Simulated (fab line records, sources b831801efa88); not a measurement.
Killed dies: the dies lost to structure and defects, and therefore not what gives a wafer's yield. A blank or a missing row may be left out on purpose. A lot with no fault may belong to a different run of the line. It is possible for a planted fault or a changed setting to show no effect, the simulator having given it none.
Problem report in the 8D (eight disciplines) form, filled by code / flow gf180mcu / the parts of the form that need people (team, actions taken, sign-off) are left out

== 1. PROBLEM STATEMENT ==
GF_M5_STRIP_11, strip_time_to_endpoint_s: mean 6.78 s over 1 wafer from 1 lot; wafers with no fault: 7.06 s, standard deviation 0.059. Relative to the usual mean, that is a shift of -4.7 standard deviations.
The step: strips in O2/N2.
Earliest sighting: wafer L712.1 on plasma_asher-03 at day 32 16:11. Wafers with a number at this step in the record: 33, from 11 lots. Rule for "out" (also "out of limits"): further than 4 standard deviations from the usual mean. Any other wafer with a number is counted as sound.

== 2. WHAT IT IS, AND WHAT IT ISN'T ==
question=which readings at this step | is=strip_time_to_endpoint_s | is not=drypump_motor_current_A, heater_power_w, n2_flow_sccm
question=which lots | is=L712 | is not=L691, L693, L696, L697, L698, L700, L701, L703, L704, L714
question=which wafers of those lots | is=L712.1 | is not=L712.2, L712.3
question=read on which tools | is=plasma_asher-03 | is not=plasma_asher-02, plasma_asher-04
question=when | is=from day 32 16:11 | is not=up to then (29 sound wafers); but 3 sound wafers of L714 came after

== 3. THE SUSPECTS, EACH WITH WHAT RULES IT OUT ==
Counting: a tool at a process step up to the reading stays a suspect if it ran every lot that is out. Sound lots after the first of them don't rule it out here, since some wafers of a struck lot are sound.
- pvd_sputter-04 at GF_MIM_SPUTTER_00 (material Ti, target thk 37.5 nm, time 150 s): kept. It processed L712, the lot that is out, at day 31 05:20, and its most recent sound lot before then was L703 at day 28 17:06.
- plasma_asher-01 at GF_MIM_STRIP_20 (strips in O2/N2): kept. It processed L712, the lot that is out, at day 31 22:57, and its most recent sound lot before then was L693 at day 26 09:27.
- litho_track-03 at GF_M5_COAT_02 (resist thk 1000 nm): kept. It processed L712, the lot that is out, at day 32 07:11, and its most recent sound lot before then was L701 at day 29 13:36.
- plasma_asher-03 at GF_M5_STRIP_11 (strips in O2/N2): kept. It processed L712, the lot that is out, at day 32 16:11, and its most recent sound lot before then was L704 at day 30 11:31. On those wafers its own readings are out: strip_time_to_endpoint_s.
- Within plasma_asher-01 at GF_MIM_STRIP_20: the wafers that are out ran in chamber 1; their sound lot-mates ran in chamber 0.
- Within plasma_asher-03 at GF_M5_STRIP_11: the wafers that are out ran in chamber 1; their sound lot-mates ran in chamber 0.
Left after counting: pvd_sputter-04 at GF_MIM_SPUTTER_00, plasma_asher-01 at GF_MIM_STRIP_20, litho_track-03 at GF_M5_COAT_02, plasma_asher-03 at GF_M5_STRIP_11.

== 4. THE CAUSE (what the simulator had put in) ==
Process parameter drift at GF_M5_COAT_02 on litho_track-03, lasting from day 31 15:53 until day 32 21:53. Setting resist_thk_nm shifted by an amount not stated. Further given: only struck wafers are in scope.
After counting, 4 suspects remain, this tool included.

== 5. THE EFFECT CHAIN, in route order ==
One row per reading whose mean, taken over the struck wafers that have a number, lies over 3 standard deviations from the usual. Only readings whose record carries a usual standard deviation are examined. hours: median over the lots of the time between each lot's start at the first step of this table that gives one and its start at this step. sigmas: the change, counted in usual standard deviations.
hours=0; step=GF_M5_STRIP_11; reading=oes_product_au; usual=0.525 a.u.; on struck wafers=0.507; change=-0.018; sigmas=-3.8
hours=0; step=GF_M5_STRIP_11; reading=strip_time_to_endpoint_s; usual=7.06 s; on struck wafers=6.78; change=-0.28; sigmas=-4.7
It contains these process steps:
- GF_M5_STRIP_11: strips in O2/N2.

== 6. HOW IT WOULD HAVE BEEN CAUGHT EARLIER ==
In this record no reading fell out of limits until day 32 16:11, 24 hours after the fault had begun at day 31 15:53.
By day 32 16:11 the whole set of lots that are out, 1 in number, had already begun GF_M5_COAT_02 on litho_track-03. A hold on the tool at that time would have spared none of them.
